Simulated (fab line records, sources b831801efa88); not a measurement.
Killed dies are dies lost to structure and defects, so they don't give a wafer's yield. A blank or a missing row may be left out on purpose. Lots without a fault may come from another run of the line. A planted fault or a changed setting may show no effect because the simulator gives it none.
A struck lot beside a sound one | flow sky130 | 15 steps out of a route of 708
Sound: wafers L484.2, L484.4, L484.5. Struck: wafers L480.2, L480.5, L480.6. The cause comes at the end.
At each step with rows: each side's tool, then ch and its chambers, then its first start. Under that, the readings that differ: sound wafers | struck wafers | difference of the means | sigmas: that difference in standard deviations of wafers without a fault.
alike: readings whose means differ by less than 2 such deviations, and words and numbers that are the same on both sides. not compared: withheld readings, readings that some wafer has no value for, bounds like >300 that may hide the same value, and numbers for which the record gives no deviation and whose values overlap.
The two part at a step that has a row with sigmas, a row that says differs or no value, or rows on one side only. Numbers that don't overlap but have no deviation are shown without sigmas and don't part them. A reading that every wafer of one side lacks parts them only if that side has two wafers or more.

SKY_LI_CONTACT_OVL_MEAS_13:
  sound on overlay-01, day 33 03:32; struck on overlay-01, day 32 03:58
  alike: LI_CONTACT_OVL
SKY_LI_CONTACT_ETCH_14: etches BARC in N2/H2, stops on SiO2, time 45.9 s, target depth 60 nm.
  sound on rie_diel-01 ch 0,1,2, day 33 03:34; struck on rie_diel-04 ch 1,2,3, day 32 04:00
  alike: drypump_motor_current_A, oes_product_au, throttle_valve_pct
  not compared: rf_hours_counter_h
then, 4 steps without rows for these wafers: SKY_LI_CONTACT_ETCH_15 (etches PSG in C4F8/O2/Ar, stops on Si, target depth 600 nm); SKY_LI_CONTACT_STRIP_16 (strips in O2/N2); SKY_LI_CONTACT_CLEAN_17 (cleans in NMP, time 600 s); SKY_LI_CONTACT_PRE_CLEAN_18 (time 5.6 s).
SKY_LI_CONTACT_SPUTTER_19: material Ti, target thk 20 nm, time 106.37 s.
  sound on pvd_sputter-01, day 33 03:59; struck on pvd_sputter-03, day 32 04:26
  alike: cathode_dc_power_W, chamber_pressure_pa, throttle_valve_pct
SKY_LI_CONTACT_SPUTTER_20: material TiN, target thk 20 nm, time 80 s.
  sound on pvd_sputter-01, day 33 04:04; struck on pvd_sputter-03, day 32 04:31
  alike: cathode_dc_power_W, chamber_pressure_pa, throttle_valve_pct
SKY_LI_CONTACT_CVD_21: deposits W, target thk 400 nm, time 120.56 s.
  sound on cvd_w-01 ch 0,1, day 33 04:07; struck on cvd_w-02 ch 0,1, day 32 04:34
  alike: heater_power_w
SKY_LI_CONTACT_RS_MEAS_22: measures by four-point-probe.
  sound on film_metro-03, day 33 04:16; struck on film_metro-03, day 32 04:43
  alike: LI_CONTACT_W_RS
SKY_LI_CONTACT_THK_MEAS_23: measures by xrf.
  sound on film_metro-03, day 33 04:23; struck on film_metro-03, day 32 04:50
  alike: LI_CONTACT_W_THK
SKY_LI_CONTACT_CMP_24: polishes, stops on PSG, t overpolish 20 s, target thk 0 nm.
  sound on cmp-02 ch 2,3, day 33 04:26; struck on cmp-01 ch 0,3, day 32 04:56
  reading                | sound      | struck   | difference | sigmas
  time_to_endpoint_s (s) | 106 99 103 | 95 96 96 | -7         | -2
  alike: head_pressure_psi, motor_current_A, overpolish_run_s
SKY_LOCAL_INTERCONNECT_SPUTTER_00: material TiN, target thk 100 nm, time 83.3 s.
  sound on pvd_sputter-02, day 33 04:44; struck on pvd_sputter-01, day 32 05:11
  no value came back on the struck wafers for cathode_dc_power_W (W), chamber_pressure_pa (Pa), throttle_valve_pct (%); on the sound wafers cathode_dc_power_W (W) reads 6500.5 6501.8 6502.8
SKY_LOCAL_INTERCONNECT_RS_MEAS_01: measures by four-point-probe.
  sound on film_metro-02, day 33 04:49; struck on film_metro-02, day 32 05:33
  reading                            | sound             | struck | difference                    | sigmas
  LOCAL_INTERCONNECT_TIN_RS (ohm/sq) | 14.37 14.21 14.20 | - - -  | no value on the struck wafers |
  not compared: hold
then, 1 step without rows for these wafers: SKY_PAD_OPEN_PROBE_99.

WHERE THEY PART
First at SKY_LI_CONTACT_CMP_24; last, within this record, at SKY_LOCAL_INTERCONNECT_RS_MEAS_01.

WHY: what the simulator had put in
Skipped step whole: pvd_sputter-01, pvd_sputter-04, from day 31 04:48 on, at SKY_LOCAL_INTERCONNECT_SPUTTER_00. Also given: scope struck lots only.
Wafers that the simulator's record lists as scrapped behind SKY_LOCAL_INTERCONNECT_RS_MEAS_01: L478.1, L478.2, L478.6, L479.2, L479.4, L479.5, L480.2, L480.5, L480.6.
